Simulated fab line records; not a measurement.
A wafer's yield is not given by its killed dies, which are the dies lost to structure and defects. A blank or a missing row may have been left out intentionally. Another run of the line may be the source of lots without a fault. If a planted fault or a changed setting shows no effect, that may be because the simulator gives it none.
8D (eight disciplines) problem report, filled in by code -- flow gf180mcu -- the parts of the form that need people (team, actions taken, sign-off) are left out

1. PROBLEM STATEMENT
Across 3 wafers from 2 lots, CONTACT_CVD_02_THK at GF_CONTACT_THK_MEAS_03 averages 258 nm, while fault-free wafers read 863 nm with a standard deviation of 11. That puts it -55 standard deviations away from the usual mean.
The first sign was on wafer L939.5 at day 18 08:23, on filmMetro-01. At this step, 41 wafers from 14 lots have a number in the record. Rule for "out", or "out of limits": more than 4 standard deviations from the usual mean. Any other wafer with a number is counted as sound.

2. WHAT THIS IS AND IS NOT
question,is,is not
which readings at this step,CONTACT_CVD_02_THK,-
which lots,"L939, L942","L931, L932, L934, L943, L944, L945, L948, L949, L950, L951, L952, L954"
which wafers of those lots,"L939.5, L942.5, L942.6","L939.3, L942.4"
read on which gauges,"filmMetro-01, filmMetro-04",filmMetro-03
when,from day 18 08:23,"up to then (10 sound wafers); but 28 sound wafers of L942, L943, L944, L945, L948, L949, L950, L951, L952, L954 came after"

3. THE SUSPECTS, EACH WITH WHAT RULES IT OUT
Counting: a tool at a process step up to the reading stays a suspect if it ran every lot that is out. Sound lots after the first of them don't rule it out here, since some wafers of a struck lot are sound.
- the gauge at GF_CONTACT_THK_MEAS_03: ruled out. Those wafers that are out were read across 2 gauges (filmMetro-01, filmMetro-04).
- rtpAnneal-01 at GF_HV_LDD_RTA_52 (time 10 s): kept. It ran every lot that is out, first L939 (day 15 06:14); its last sound lot up to then is L934 (day 13 15:47).
- pecvd-03 at GF_CONTACT_CVD_02 (deposits SiO2 from TEOS, target thk 860 nm, time 95.992 s): kept. It ran every lot that is out, first L939 (day 18 08:17); its last sound lot up to then is L931 (day 15 04:49).
Remaining after the count are rtpAnneal-01 at GF_HV_LDD_RTA_52 and pecvd-03 at GF_CONTACT_CVD_02.

4. THE CAUSE (what the simulator had put in)
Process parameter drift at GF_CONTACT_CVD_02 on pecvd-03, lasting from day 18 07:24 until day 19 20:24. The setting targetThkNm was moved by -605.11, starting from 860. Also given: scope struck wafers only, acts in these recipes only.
This tool is one of the 2 suspects left after counting.

5. SEQUENCE OF EFFECTS, ordered by route
One row per reading whose mean, taken over the struck wafers that have a number, lies over 3 standard deviations from the usual. Only readings for which the record gives a usual standard deviation are gone through. hours: the time from each lot's start at the first step in this table that gives one to its start at this step, as a median over the lots. sigmas: the change in usual standard deviations.
hours,step,reading,usual,on struck wafers,change,sigmas
0,GF_CONTACT_THK_MEAS_03,CONTACT_CVD_02_THK,863 nm,258,-605,-55
0,GF_CONTACT_CMP_04,timeToEndpointS,112 s,31,-81,-11
-,GF_CONTACT_ETCH_17,oesProductAu,0.816 a.u.,0.664,-0.152,-32
Process steps it contains:
- GF_CONTACT_CMP_04: polishes SiO2.
- GF_CONTACT_ETCH_17: etches SiO2 in C4F8/O2/Ar, stops on CoSi2, target depth 860 nm.
Later measuring or inspecting steps at which every struck wafer that the step has a row for has a number for every such reading, and none has moved that far: GF_V3_THK_MEAS_01.

6. HOW IT WOULD HAVE BEEN CAUGHT EARLIER
In this record the first reading out of limits at a measuring or inspecting step was taken at day 18 08:23, 1 hour after the fault began at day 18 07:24.
No tool reading at GF_CONTACT_CVD_02 that has a usual standard deviation in the record was out on any struck wafer, so an alarm limit of 4 standard deviations on those readings would not have fired.
L942, from the lots that are out (2), started GF_CONTACT_CVD_02 on pecvd-03 later than day 18 08:23. A hold on the tool at that time would have spared it.
